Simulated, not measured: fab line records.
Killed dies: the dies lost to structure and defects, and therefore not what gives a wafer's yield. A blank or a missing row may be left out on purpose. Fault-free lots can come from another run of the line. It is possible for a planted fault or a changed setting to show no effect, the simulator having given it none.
8D (eight disciplines) problem report, filled in by code    flow sky130    the parts of the form that need people (team, actions taken, sign-off) are left out

## 1. PROBLEM STATEMENT
Mean VIA2_OVL at SKY_VIA2_OVL_MEAS_13: 30 nm over 6 wafers in 2 lots; fault-free wafers: -3 nm, standard deviation 4.8. That puts it +6.9 standard deviations away from the usual mean.
First seen on wafer L587.1, day 40 06:16, on overlay-01. The record holds 36 wafers of 12 lots with a number at this step. The rule behind "out" and "out of limits": a value lying over 4 standard deviations away from the usual mean. The rest of the wafers with a number are treated as sound.

## 2. WHAT IT IS; WHAT IT IS NOT
question                     is                      is not
which readings at this step  VIA2_OVL                -
which lots                   L587, L590              L578, L579, L581, L585, L589, L591, L593, L594, L595, L599
which wafers of those lots   all that have a number  -
read on which gauges         overlay-01, overlay-02  -
when                         from day 40 06:16       up to then (12 sound wafers); but 18 sound wafers of L589, L591, L593, L594, L595, L599 came after

## 3. THE SUSPECTS, EACH WITH WHAT RULES IT OUT
Counting: a tool stays on the suspect list if, at a process step up to the reading, it processed all lots that are out and no sound lot following the first of them.
- ruled out: the gauge at SKY_VIA2_OVL_MEAS_13. The wafers that are out were read on 2 gauges (overlay-01, overlay-02).
- krf scanner-01 at SKY_VIA2_EXPOSE_09 (exposes mask VIM2, target cd 200 nm): kept. All lots that are out passed through it, beginning with L587 at day 39 17:37, and no sound lot followed; its final sound lot before that point was L581 at day 37 03:55.
Remaining after the count: krf scanner-01 at SKY_VIA2_EXPOSE_09.

## 4. THE CAUSE (what the simulator had put in)
Scanner matching overlay: krf scanner-01, from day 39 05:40 on, at SKY_VIA2_EXPOSE_09. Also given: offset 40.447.
After counting, this tool was the only one left.

## 5. THE EFFECT CHAIN, in route order
Rows list readings where the struck wafers' mean (over those with a number) sits beyond 3 standard deviations from the usual. Scope: only readings with a usual standard deviation given in the record; hours: median across lots of the time from each lot's start at the first step in this table that gives one to its start at this step; sigmas: change in usual standard deviations.
hours  step                  reading   usual  on struck wafers  change  sigmas
0      SKY_VIA2_OVL_MEAS_13  VIA2_OVL  -3 nm  30                +33     +6.9

## 6. HOW IT WOULD HAVE BEEN CAUGHT EARLIER
The first out-of-limits reading at a measuring or inspecting step in this record came at day 40 06:16, 25 hours after the fault's start at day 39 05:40.
Among the 2 lots that are out, L590 began SKY_VIA2_EXPOSE_09 on krf scanner-01 after day 40 06:16. It would have been spared by a hold on the tool at that moment.
